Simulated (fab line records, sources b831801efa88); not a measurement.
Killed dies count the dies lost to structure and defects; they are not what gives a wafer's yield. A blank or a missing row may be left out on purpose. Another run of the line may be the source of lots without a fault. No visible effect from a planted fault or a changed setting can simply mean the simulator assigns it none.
fab line records ; flow sky130 ; part 2 of 2: steps 29 to 37 of 37
[record] lots = 5; wafers = 15; lastDay = 50
route steps=708 shown LI_CONTACT@369 LOCAL_INTERCONNECT@387
lots that met no fault: from a run of the same line without faults
startH: hours from the record's first day to the start of the lot's first wafer shown ; waitH: how many hours have passed since the lot's step before this one ; " as in the row above ; L1.1+2: one row covering several wafers at once ; - no value present, or no start provided ; * or withheld: withheld ; < > ~ a bound
route shown NAME@n: NAME is a module with steps in the file, n the number in the route of the first one ; usual: average and standard deviation across the fault-free wafers ; same: alike in all rows ; chamber/n: place in a boat ; sites: the reading at each site ; _std_site: how widely they spread, as a standard deviation ; _edge_site: the outer-site mean with the inner-site mean subtracted ; radiusMm: for every site, how far away it sits from the centre of the wafer ; mask NAME#n: copy n ; behind: the tool/chamber that last shaped the wafer ; hold: why the lot went on hold/how many hours it stayed there/how the hold came to an end ; device: names the non-switching transistor (n, p or np) ; end of line: at the end of the route, the tests of the same wafers ; where a step has no rows: the recipe by itself ; killed: dies lost to structure and defects at the first sort, not the wafer's yield ; map: a wafer's dies, marking killed ones x, the rest . and places with no die _
set.NAME: setting as actually run; set.NAME@STEP: the setting as run at that earlier step ; model.NAME: the simulator's own value behind a step, which no gauge read
certain route steps with their lots: each step a table, each wafer a row
services: when a tool's chamber went out of use (startH, in hours from the record's first day, below 0 if earlier), for how many hours, and the reason
[[steps]]
[step SKY_LOCAL_INTERCONNECT_DEVELOP_10]
[recipe] developTimeS = 60; resist = KrF-thick; devTempC = 21
lot.wafer;tool;chamber;startH;waitH
L074.1+2+3;lithoTrack-04;0;-;-
L075.1+2+3;lithoTrack-02;0;-;-
L081.1+2+5;lithoTrack-02;0;-;-
L096.1+4+5;lithoTrack-01;0;-;-
L097.3+5+6;lithoTrack-04;0;-;-
[step SKY_LOCAL_INTERCONNECT_CD_MEAS_11]
[recipe] targetCdNm = 170
[usual] cdNm = 169.9/1.3
lot.wafer;tool;chamber;startH;waitH;cdNm
L074.1;cdSem-02;-;706.14;-;169.2
L074.2;cdSem-02;-;706.14;-;168.5
L074.3;cdSem-02;-;706.14;-;169.3
L075.1;cdSem-01;-;715.85;-;167.3
L075.2;cdSem-01;-;715.85;-;168.3
L075.3;cdSem-01;-;715.85;-;168.1
L081.1;cdSem-01;-;762.90;-;170.2
L081.2;cdSem-01;-;762.90;-;168.8
L081.5;cdSem-01;-;762.90;-;169.6
L096.1;cdSem-02;-;888.63;-;170.2
L096.4;cdSem-02;-;888.63;-;169.4
L096.5;cdSem-02;-;888.63;-;170.2
L097.3;cdSem-01;-;896.78;-;168.5
L097.5;cdSem-01;-;896.78;-;170.8
L097.6;cdSem-01;-;896.78;-;169.9
[step SKY_LOCAL_INTERCONNECT_OVL_MEAS_12]
[usual] LOCAL_INTERCONNECT_OVL = 3/4.9
lot.wafer;tool;chamber;startH;waitH;LOCAL_INTERCONNECT_OVL[nm]
L074.1;overlay-02;-;706.26;0.1;2
L074.2;overlay-02;-;706.26;0.1;4
L074.3;overlay-02;-;706.26;0.1;4
L075.1;overlay-02;-;715.97;0.1;2
L075.2;overlay-02;-;715.97;0.1;-6
L075.3;overlay-02;-;715.97;0.1;-3
L081.1;overlay-01;-;763.02;0.1;4
L081.2;overlay-01;-;763.02;0.1;3
L081.5;overlay-01;-;763.02;0.1;0
L096.1;overlay-01;-;888.75;0.1;4
L096.4;overlay-01;-;888.75;0.1;5
L096.5;overlay-01;-;888.75;0.1;2
L097.3;overlay-01;-;896.87;0.1;7
L097.5;overlay-01;-;896.87;0.1;11
L097.6;overlay-01;-;896.87;0.1;11
[step SKY_LOCAL_INTERCONNECT_ETCH_13]
[recipe] chemistry = N2/H2; target = BARC; ionEnergyEv = 200; biasW = 100; pressureMtorr = 30; n2FlowSccm = 100; h2FlowSccm = 200; icpW = 500; stopOn = SiO2; timeS = 45.9; targetDepthA = 600
[usual] drypumpMotorCurrentA = 5.61/0.26; oesProductAu = 0.854/0.0047; throttleValvePct = 13.225/0.0094
lot.wafer;tool;chamber;startH;waitH;drypumpMotorCurrentA;oesProductAu;rfHoursCounterH;throttleValvePct
L074.1;rieMetal-03;0;706.30;0.0;5.66;0.853;8;13.238
L074.2;rieMetal-03;1;706.30;0.0;5.82;0.858;11;13.220
L074.3;rieMetal-03;0;706.30;0.0;5.66;0.848;-;13.216
L075.1;rieMetal-02;1;716.01;0.0;5.53;0.847;1;13.243
L075.2;rieMetal-02;1;716.01;0.0;5.52;0.856;-;13.206
L075.3;rieMetal-02;1;716.01;0.0;5.55;0.850;-;13.229
L081.1;rieMetal-01;0;763.06;0.0;6.02;0.859;2;13.207
L081.2;rieMetal-01;1;763.06;0.0;5.09;0.856;4;13.219
L081.5;rieMetal-01;0;763.06;0.0;6.04;0.854;-;13.214
L096.1;rieMetal-02;1;888.79;0.0;5.52;0.853;8;13.230
L096.4;rieMetal-02;0;888.79;0.0;5.48;0.854;-;13.251
L096.5;rieMetal-02;0;888.79;0.0;5.45;0.859;-;13.227
L097.3;rieMetal-03;0;896.94;0.1;5.67;0.848;-;13.208
L097.5;rieMetal-03;0;896.94;0.1;5.65;0.860;-;13.230
L097.6;rieMetal-03;0;896.94;0.1;5.69;0.856;-;13.236
[step SKY_LOCAL_INTERCONNECT_METAL_ETCH_14]
[recipe] targetDepthNm = 110; stopOn = PSG; chemistry = Cl2/BCl3; target = TiN; resistSidewallDeg = 88; pressureMtorr = 10; icpW = 900; biasW = 48.5; Cl2_flow_sccm = 60; bcl3FlowSccm = 30; timeS = 31.4
[usual] bcl3FlowSccm = 29.98/0.096; drypumpMotorCurrentA = 5.60/0.26; oesProductAu = 0.943/0.0069; throttleValvePct = 21.900/0.01
lot.wafer;tool;chamber;startH;waitH;bcl3FlowSccm;drypumpMotorCurrentA;oesProductAu;rfHoursCounterH;throttleValvePct
L074.1;rieMetal-03;0;706.36;0.0;29.93;5.64;0.940;8;21.908
L074.2;rieMetal-03;1;706.36;0.0;29.91;5.82;0.936;11;21.889
L074.3;rieMetal-03;0;706.36;0.0;30.10;5.67;0.942;-;21.913
L075.1;rieMetal-02;1;716.14;0.1;30.03;5.52;0.958;1;21.914
L075.2;rieMetal-02;1;716.14;0.1;30.04;5.52;0.959;-;21.891
L075.3;rieMetal-02;1;716.14;0.1;29.94;5.52;0.949;-;21.905
L081.1;rieMetal-01;0;763.12;0.0;30.00;6.03;0.944;2;21.895
L081.2;rieMetal-01;1;763.12;0.0;30.05;5.12;0.947;4;21.902
L081.5;rieMetal-01;0;763.12;0.0;30.06;6.02;0.947;-;21.894
L096.1;rieMetal-02;1;888.85;0.0;30.14;5.49;0.947;8;21.895
L096.4;rieMetal-02;0;888.85;0.0;29.90;5.47;0.948;-;21.892
L096.5;rieMetal-02;0;888.85;0.0;29.88;5.46;0.945;-;21.892
L097.3;rieMetal-03;0;897.06;0.1;29.95;5.65;0.940;-;21.897
L097.5;rieMetal-03;0;897.06;0.1;30.05;5.63;0.944;-;21.925
L097.6;rieMetal-03;0;897.06;0.1;29.94;5.63;0.950;-;21.894
[step SKY_LOCAL_INTERCONNECT_STRIP_15]
[recipe] chemistry = O2/N2; powerW = 1400; pressureMtorr = 1500; platenTempC = withheld; o2FlowSccm = 3000; n2FlowSccm = 300; overashFraction = 0.5
[usual] drypumpMotorCurrentA = 5.9/0.31; oesProductAu = 0.427/0.0046; stripTimeToEndpointS = 4.716/0.02
[same] overashFraction = 0.5
lot.wafer;tool;chamber;startH;waitH;drypumpMotorCurrentA;oesProductAu;rfHoursCounterH;stripTimeToEndpointS
L074.1;plasmaAsher-01;1;706.41;0.0;5.9;0.436;85;4.763
L074.2;plasmaAsher-01;0;706.41;0.0;5.6;0.428;85;4.722
L074.3;plasmaAsher-01;0;706.41;0.0;5.6;0.424;-;4.734
L075.1;plasmaAsher-02;0;716.24;0.1;5.9;0.423;105;4.669
L075.2;plasmaAsher-02;1;716.24;0.1;6.3;0.424;105;4.694
L075.3;plasmaAsher-02;0;716.24;0.1;5.9;0.427;-;4.696
L081.1;plasmaAsher-03;1;763.17;0.0;5.4;0.415;33;4.699
L081.2;plasmaAsher-03;0;763.17;0.0;6.1;0.424;33;4.703
L081.5;plasmaAsher-03;1;763.17;0.0;5.4;0.418;-;4.684
L096.1;plasmaAsher-03;1;888.90;0.0;5.4;0.435;46;4.718
L096.4;plasmaAsher-03;0;888.90;0.0;6.1;0.431;-;4.705
L096.5;plasmaAsher-03;1;888.90;0.0;5.4;0.421;-;4.704
L097.3;plasmaAsher-03;0;897.16;0.1;6.1;0.425;-;4.729
L097.5;plasmaAsher-03;1;897.16;0.1;5.4;0.429;-;4.702
L097.6;plasmaAsher-03;0;897.16;0.1;6.1;0.429;-;4.704
[step SKY_LOCAL_INTERCONNECT_STRIP_16]
[recipe] chemistry = postEtchResidueRemover; timeS = 1200; tempC = 72.5
[usual] bathGuardTempC = 72.7/0.65
lot.wafer;tool;chamber;startH;waitH;bathGuardTempC
L074.1;wetBench-04;0;706.51;0.1;72.1
L074.2;wetBench-04;0;706.51;0.1;72.2
L074.3;wetBench-04;0;706.51;0.1;72.0
L075.1;wetBench-04;0;716.34;0.1;72.2
L075.2;wetBench-04;0;716.34;0.1;72.0
L075.3;wetBench-04;0;716.34;0.1;72.1
L081.1;wetBench-01;1;763.27;0.1;72.3
L081.2;wetBench-01;1;763.27;0.1;72.1
L081.5;wetBench-01;1;763.27;0.1;72.4
L096.1;wetBench-04;2;889.00;0.1;73.5
L096.4;wetBench-04;2;889.00;0.1;73.9
L096.5;wetBench-04;2;889.00;0.1;73.9
L097.3;wetBench-01;2;897.23;0.0;73.2
L097.5;wetBench-01;2;897.23;0.0;73.0
L097.6;wetBench-01;2;897.23;0.0;73.2
[step SKY_LOCAL_INTERCONNECT_CLEAN_17]
[recipe] chemistry = IPA; timeS = 180; tempC = 25
lot.wafer;tool;chamber;startH;waitH
L074.1+2+3;wetBench-04;2;706.88;0.0
L075.1+2+3;wetBench-03;1;716.68;0.0
L081.1+2+5;wetBench-01;2;763.62;0.0
L096.1+4+5;wetBench-03;2;889.34;0.0
L097.3+5+6;wetBench-03;3;897.60;0.0
[step SKY_LOCAL_INTERCONNECT_CLEAN_18]
[recipe] chemistry = O3/DIW; dry = n2Spin
lot.wafer;tool;chamber;startH;waitH
L074.1+2+3;wetBench-04;2;706.95;0.0
L075.1+2+3;wetBench-01;2;716.74;0.0
L081.1+2+5;wetBench-01;2;763.67;0.0
L096.1+4+5;wetBench-01;1;889.40;0.0
L097.3+5+6;wetBench-04;3;897.66;0.0
[[services]]
tool;chamber;startH;hours;kind
pvdSputter-02;-;667.85;1.9;repair
rieMetal-03;-;670.53;0.5;repair
rieDiel-04;2;687.68;3.8;repair
wetBench-03;-;706.03;1.7;repair
rieMetal-02;0;709.97;21.6;repair
rieDiel-01;2;713.40;5.1;repair
cmp-02;-;723.92;0.7;repair
cmp-02;-;731.34;12.4;pm
krfScanner-01;-;734.89;1.3;pm
krfScanner-01;-;754.25;3.6;pm
krfScanner-01;-;757.80;0.8;pm
rieDiel-01;2;760.30;4.1;repair
rieDiel-04;1;776.88;4.3;repair
cmp-02;-;783.91;3.3;pm
rieMetal-02;0;785.39;2.7;repair
cvdW-02;-;787.16;2.1;repair
krfScanner-01;-;789.76;1.0;pm
krfScanner-01;-;793.52;4.0;pm
rieDiel-01;2;794.17;1.7;repair
wetBench-03;-;804.37;3.4;repair
rieMetal-03;1;807.27;1.1;repair
rieMetal-02;-;814.68;2.5;repair
pvdSputter-04;-;846.22;5.2;repair
krfScanner-01;-;859.36;0.2;repair
